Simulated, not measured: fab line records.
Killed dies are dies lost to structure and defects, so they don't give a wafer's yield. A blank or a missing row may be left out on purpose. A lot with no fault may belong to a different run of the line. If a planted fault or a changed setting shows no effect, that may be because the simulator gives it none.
Chamber matching :: flow sky130 :: SKY_VIA3_CMP_24 on cmp-02 has 4 sister chambers
The step polishes, stops on SiO2, t overpolish 20 s, target thk 0 nm. 18 wafers are shown with their chamber, then 9 later ones without.

## EACH WAFER AND ITS CHAMBER
wafer: L074.2
chamber: 0
motor-current-A (A): 8.7
platen-rpm (rpm): 60.01
overpolish-run-s (s): 19.999

wafer: L074.4
chamber: 2
motor-current-A (A): 10.7
platen-rpm (rpm): 60.08
overpolish-run-s (s): 19.995

wafer: L074.5
chamber: 3
motor-current-A (A): 14.0
platen-rpm (rpm): 60.02
overpolish-run-s (s): 19.992

wafer: L077.1
chamber: 0
motor-current-A (A): 8.5
platen-rpm (rpm): 59.98
overpolish-run-s (s): 19.995

wafer: L077.2
chamber: 3
motor-current-A (A): 13.3
platen-rpm (rpm): 60.04
overpolish-run-s (s): 19.982

wafer: L077.6
chamber: 0
motor-current-A (A): 8.3
platen-rpm (rpm): 60.00
overpolish-run-s (s): 19.997

wafer: L081.3
chamber: 0
motor-current-A (A): 8.5
platen-rpm (rpm): 60.04
overpolish-run-s (s): 20.001

wafer: L081.4
chamber: 3
motor-current-A (A): 13.2
platen-rpm (rpm): 59.98
overpolish-run-s (s): 19.988

wafer: L081.6
chamber: 1
motor-current-A (A): 11.6
platen-rpm (rpm): 60.00
overpolish-run-s (s): 20.011

wafer: L082.1
chamber: 0
motor-current-A (A): 8.4
platen-rpm (rpm): 60.01
overpolish-run-s (s): 20.016

wafer: L082.2
chamber: 3
motor-current-A (A): 13.8
platen-rpm (rpm): 59.95
overpolish-run-s (s): 20.009

wafer: L082.3
chamber: 2
motor-current-A (A): 11.7
platen-rpm (rpm): 60.03
overpolish-run-s (s): 19.995

wafer: L084.2
chamber: 0
motor-current-A (A): 8.3
platen-rpm (rpm): 60.01
overpolish-run-s (s): 20.000

wafer: L084.3
chamber: 2
motor-current-A (A): 11.2
platen-rpm (rpm): 60.04
overpolish-run-s (s): 19.997

wafer: L084.6
chamber: 2
motor-current-A (A): 11.1
platen-rpm (rpm): 60.04
overpolish-run-s (s): 19.982

wafer: L089.2
chamber: 1
motor-current-A (A): 11.7
platen-rpm (rpm): 60.04
overpolish-run-s (s): 19.980

wafer: L089.3
chamber: 3
motor-current-A (A): 13.3
platen-rpm (rpm): 59.95
overpolish-run-s (s): 20.003

wafer: L089.6
chamber: 0
motor-current-A (A): 8.4
platen-rpm (rpm): 59.97
overpolish-run-s (s): 19.999

SIGNATURES (averages over the wafers above)
reading: motor-current-A
chamber 0: 8.443
chamber 1: 11.650
chamber 2: 11.175
chamber 3: 13.520
scatter within a chamber: 0.285

reading: platen-rpm
chamber 0: 60.0029
chamber 1: 60.0200
chamber 2: 60.0475
chamber 3: 59.9880
scatter within a chamber: 0.0294

reading: overpolish-run-s
chamber 0: 20.00100
chamber 1: 19.99550
chamber 2: 19.99225
chamber 3: 19.99480
scatter within a chamber: 0.00999
Rule: a wafer lies at a distance from a chamber equal to the root of the sum of squares, over the readings, of (its reading less the chamber's mean, divided by the reading's scatter). The wafer belongs to the nearest chamber; if the next one is less than 2 further off, it can't be placed. The scatter: the root of (the sum of the squares of (reading less its chamber's mean) over the shown wafers, divided by (wafers less chambers)).

## WAFERS WITHOUT THEIR CHAMBER
wafer: L090.2
motor-current-A (A): 8.7
platen-rpm (rpm): 59.94
overpolish-run-s (s): 20.009

wafer: L090.4
motor-current-A (A): 11.6
platen-rpm (rpm): 59.98
overpolish-run-s (s): 20.010

wafer: L090.5
motor-current-A (A): 11.1
platen-rpm (rpm): 59.98
overpolish-run-s (s): 20.004

wafer: L096.3
motor-current-A (A): 10.6
platen-rpm (rpm): 60.00
overpolish-run-s (s): 20.007

wafer: L096.5
motor-current-A (A): 11.9
platen-rpm (rpm): 60.00
overpolish-run-s (s): 20.005

wafer: L096.6
motor-current-A (A): 10.8
platen-rpm (rpm): 59.98
overpolish-run-s (s): 19.995

wafer: L097.2
motor-current-A (A): 8.6
platen-rpm (rpm): 59.98
overpolish-run-s (s): 19.991

wafer: L097.3
motor-current-A (A): 10.2
platen-rpm (rpm): 60.00
overpolish-run-s (s): 20.018

wafer: L097.6
motor-current-A (A): 11.0
platen-rpm (rpm): 60.04
overpolish-run-s (s): 19.997

## EACH ONE'S CHAMBER
wafer: L090.2
from the rows above: 0
in truth: 0

wafer: L090.4
from the rows above: can't be placed: 1 or 2
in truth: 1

wafer: L090.5
from the rows above: can't be placed: 1 or 2
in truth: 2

wafer: L096.3
from the rows above: can't be placed: 2 or 1
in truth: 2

wafer: L096.5
from the rows above: can't be placed: 1 or 2
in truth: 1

wafer: L096.6
from the rows above: can't be placed: 2 or 1
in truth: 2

wafer: L097.2
from the rows above: 0
in truth: 0

wafer: L097.3
from the rows above: can't be placed: 2 or 1 or 0
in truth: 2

wafer: L097.6
from the rows above: can't be placed: 2 or 1
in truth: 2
Correct placement for 2 of the 9. Can't be placed from these rows: 7 (the true chamber is among the candidates in 7). 0 placed wrongly.
